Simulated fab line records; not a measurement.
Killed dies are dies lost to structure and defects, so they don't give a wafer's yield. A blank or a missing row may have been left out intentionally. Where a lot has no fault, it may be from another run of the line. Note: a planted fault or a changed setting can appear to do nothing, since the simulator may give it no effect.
What tool caused it? -- flow sky130 -- 6 lots with 18 wafers sampled at 3 steps, on a route of 708 steps

== WHAT THE GAUGES SHOWED, per wafer ==
SKY_NWELL_RS_MEAS_29: measures by four-point-probe.
lot,measured,on,NWELL_RS (ohm/sq)
L305,day 5 09:35,film-metro-01,627.0 626.5 629.1
L307,day 5 22:21,film-metro-03,625.4 625.3 625.3
L312,day 7 07:40,film-metro-01,618.4 620.6 618.7
L320,day 9 02:02,film-metro-04,623.7 622.6 623.5
L324,day 11 12:40,film-metro-04,624.5 624.3 623.0
L326,day 11 15:13,film-metro-03,625.0 623.4 622.9

== EACH LOT AND THE TOOL THAT RAN IT (in order: tool; ch and the chambers of the sampled wafers; start) ==
lot,SKY_NWELL_IMPLANT_12,SKY_NWELL_STRIP_14
L305,"implanter-03 ch 0, day 4 15:25","plasma-asher-03 ch 0,1, day 4 15:41"
L307,"implanter-02 ch 0, day 5 03:36","plasma-asher-01 ch 0,1, day 5 03:53"
L312,"implanter-03 ch 0, day 6 12:44","plasma-asher-02 ch 0,1, day 6 13:02"
L320,"implanter-02 ch 0, day 8 04:39","plasma-asher-02 ch 0,1, day 8 04:57"
L324,"implanter-02 ch 0, day 10 13:24","plasma-asher-02 ch 0,1, day 10 13:40"
L326,"implanter-02 ch 0, day 10 14:52","plasma-asher-02 ch 0,1, day 10 15:10"
- SKY_NWELL_IMPLANT_12
- SKY_NWELL_STRIP_14: strips in O2/N2.

== THE ANSWER, worked out from the rows above alone ==
Rule: the lots themselves supply what counts as usual. Put in order of their means at a reading, lots are off if they are a third of the lots or fewer, leave a main group of 4 or more, and stand apart from it by a gap of 3 or more times the standard deviation of the main group's means; of several such gaps the widest counts. A main group whose means are all the same, to the digits that the tables above print for the reading, isn't used. Also off: a lot with no number at a reading for which 4 or more lots have one. Where the step has rows for the other lots, those lots are counted as sound.
Nothing can be told from this: no lot is off at any reading shown.

== WHAT THE SIMULATOR HAD PUT IN ==
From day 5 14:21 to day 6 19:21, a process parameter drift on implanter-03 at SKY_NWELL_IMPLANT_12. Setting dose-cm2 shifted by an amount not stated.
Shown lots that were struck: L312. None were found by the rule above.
